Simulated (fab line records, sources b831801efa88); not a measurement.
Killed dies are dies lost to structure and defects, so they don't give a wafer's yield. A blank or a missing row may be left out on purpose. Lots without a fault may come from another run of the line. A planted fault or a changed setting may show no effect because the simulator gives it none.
A struck lot beside a sound one | flow gf180mcu | 44 steps out of a route of 602
Sound: wafers L913.1, L913.2, L913.3. Struck: wafers L918.1, L918.2, L918.3. The cause comes at the end.
At each step with rows: each side's tool, then ch and its chambers, then its first start. Under that, the readings that differ: sound wafers | struck wafers | difference of the means | sigmas: that difference in standard deviations of wafers without a fault.
alike: readings whose means differ by less than 2 such deviations, and words and numbers that are the same on both sides. not compared: withheld readings, readings that some wafer has no value for, bounds like >300 that may hide the same value, and numbers for which the record gives no deviation and whose values overlap.
The two part at a step that has a row with sigmas, a row that says differs or no value, or rows on one side only. Numbers that don't overlap but have no deviation are shown without sigmas and don't part them. A reading that every wafer of one side lacks parts them only if that side has two wafers or more.

first, 2 steps without rows for these wafers: GF_MVSD_IMPLANT_08; GF_MVSD_IMPLANT_09.
GF_MVSD_STRIP_10: strips in O2/N2.
  sound on plasma_asher-03 ch 0,1, day 4 19:35; struck on plasma_asher-02 ch 0,1, day 5 23:05
  alike: drypump_motor_current_A, heater_power_w, n2_flow_sccm, oes_product_au, strip_time_to_endpoint_s
  not compared: rf_hours_counter_h
GF_MVSD_TW_MEAS_11:
  sound on film_metro-03, day 4 19:41; struck on film_metro-01, day 5 23:11
  alike: MVSD_TW
then, 7 steps without rows for these wafers: GF_MVPSD_DEHYDRATE_00 (time 60 s); GF_MVPSD_HMDS_01 (prime time 60 s); GF_MVPSD_COAT_02 (resist thk 3000 nm); GF_MVPSD_SOFTBAKE_03; GF_MVPSD_EXPOSE_04 (exposes mask MVPSD, target cd 1000 nm); GF_MVPSD_PEB_05; GF_MVPSD_DEVELOP_06 (develop time 60 s).
GF_MVPSD_OVL_MEAS_07:
  sound on overlay-02, day 5 08:54; struck on overlay-02, day 6 13:46
  alike: MVPSD_OVL
GF_MVPSD_IMPLANT_08:
  sound on implanter-03 ch 0, day 5 08:56; struck on implanter-03 ch 0, day 6 13:48
  reading       | sound                            | struck                           | difference  | sigmas
  dose_ions_cm2 | 1.5017e+13 1.4987e+13 1.5011e+13 | 1.4204e+13 1.4195e+13 1.4189e+13 | -8.0900e+11 | -54
then, 1 step without rows for these wafers: GF_MVPSD_IMPLANT_09.
GF_MVPSD_STRIP_10: strips in O2/N2.
  sound on plasma_asher-02 ch 0,1, day 5 09:14; struck on plasma_asher-02 ch 0,1, day 6 14:06
  alike: drypump_motor_current_A, heater_power_w, n2_flow_sccm, oes_product_au, strip_time_to_endpoint_s
  not compared: rf_hours_counter_h
GF_MVPSD_TW_MEAS_11:
  sound on film_metro-01, day 5 09:20; struck on film_metro-02, day 6 14:12
  reading  | sound       | struck      | difference | sigmas
  MVPSD_TW | 560 555 552 | 541 542 543 | -14        | -3
then, 7 steps without rows for these wafers: GF_VT_IMPLANT_DEHYDRATE_00 (time 60 s); GF_VT_IMPLANT_HMDS_01 (prime time 60 s); GF_VT_IMPLANT_COAT_02 (resist thk 1000 nm); GF_VT_IMPLANT_SOFTBAKE_03 (time 60 s); GF_VT_IMPLANT_EXPOSE_04 (exposes mask LVPWELL LV AREA, target cd 600 nm); GF_VT_IMPLANT_PEB_05; GF_VT_IMPLANT_DEVELOP_06 (develop time 60 s).
GF_VT_IMPLANT_OVL_MEAS_07:
  sound on overlay-02, day 5 23:14; struck on overlay-01, day 7 05:39
  alike: VT_IMPLANT_OVL
then, 1 step without rows for these wafers: GF_VT_IMPLANT_IMPLANT_08.
GF_VT_IMPLANT_STRIP_09: strips in O2/N2.
  sound on plasma_asher-03 ch 0,1, day 5 23:26; struck on plasma_asher-04 ch 0,1, day 7 05:50
  reading                      | sound             | struck            | difference | sigmas
  drypump_motor_current_A (A)  | 5.76 5.41 5.40    | 6.09 6.04 6.02    | +0.53      | +2
  strip_time_to_endpoint_s (s) | 12.60 12.62 12.61 | 12.69 12.66 12.72 | +0.08      | +2
  alike: heater_power_w, n2_flow_sccm, oes_product_au
  not compared: rf_hours_counter_h
GF_VT_IMPLANT_TW_MEAS_10:
  sound on film_metro-03, day 5 23:32; struck on film_metro-04, day 7 05:56
  alike: VT_IMPLANT_TW
then, 7 steps without rows for these wafers: GF_VT_IMPLANT_DEHYDRATE_11 (time 60 s); GF_VT_IMPLANT_HMDS_12 (prime time 62.06 s); GF_VT_IMPLANT_COAT_13 (resist thk 1000 nm); GF_VT_IMPLANT_SOFTBAKE_14 (time 60 s); GF_VT_IMPLANT_EXPOSE_15 (exposes mask Nwell LV AREA, target cd 860 nm); GF_VT_IMPLANT_PEB_16; GF_VT_IMPLANT_DEVELOP_17 (develop time 60 s).
GF_VT_IMPLANT_OVL_MEAS_18:
  sound on overlay-01, day 6 13:47; struck on overlay-02, day 7 21:44
  alike: VT_IMPLANT_01_OVL
then, 1 step without rows for these wafers: GF_VT_IMPLANT_IMPLANT_19.
GF_VT_IMPLANT_STRIP_20: strips in O2/N2.
  sound on plasma_asher-03 ch 0,1, day 6 13:59; struck on plasma_asher-03 ch 0,1, day 7 21:55
  alike: drypump_motor_current_A, heater_power_w, n2_flow_sccm, oes_product_au, strip_time_to_endpoint_s
  not compared: rf_hours_counter_h
GF_VT_IMPLANT_TW_MEAS_21:
  sound on film_metro-03, day 6 14:05; struck on film_metro-01, day 7 22:01
  reading         | sound          | struck         | difference | sigmas
  VT_IMPLANT_2_TW | 1208 1210 1204 | 1232 1229 1232 | +24        | +2
then, 4 steps without rows for these wafers: GF_VT_IMPLANT_DEHYDRATE_22 (time 60 s); GF_VT_IMPLANT_HMDS_23 (prime time 60 s); GF_VT_IMPLANT_COAT_24 (resist thk 1000 nm); GF_VT_IMPLANT_SOFTBAKE_25 (time 60 s).
GF_VT_IMPLANT_RS_MEAS_49: measures by four-point-probe.
  sound on film_metro-03, day 7 22:16; struck on film_metro-03, day 9 08:16
  reading           | sound                | struck               | difference | sigmas
  MVPSD_RS (ohm/sq) | 1172.9 1173.3 1170.5 | 1202.9 1198.3 1200.2 | +28.2      | +9
GF_PASSIVATION_PROBE_99:
  the record has rows for the sound wafers here (prober-01, day 29 05:35) and none for the struck ones

WHERE THEY PART
First at GF_MVPSD_IMPLANT_08; last, within this record, at GF_PASSIVATION_PROBE_99.

WHY: what the simulator had put in
Process parameter drift: implanter-03, from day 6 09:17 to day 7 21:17, at GF_MVPSD_IMPLANT_08. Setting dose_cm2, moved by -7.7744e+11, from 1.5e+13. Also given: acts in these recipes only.
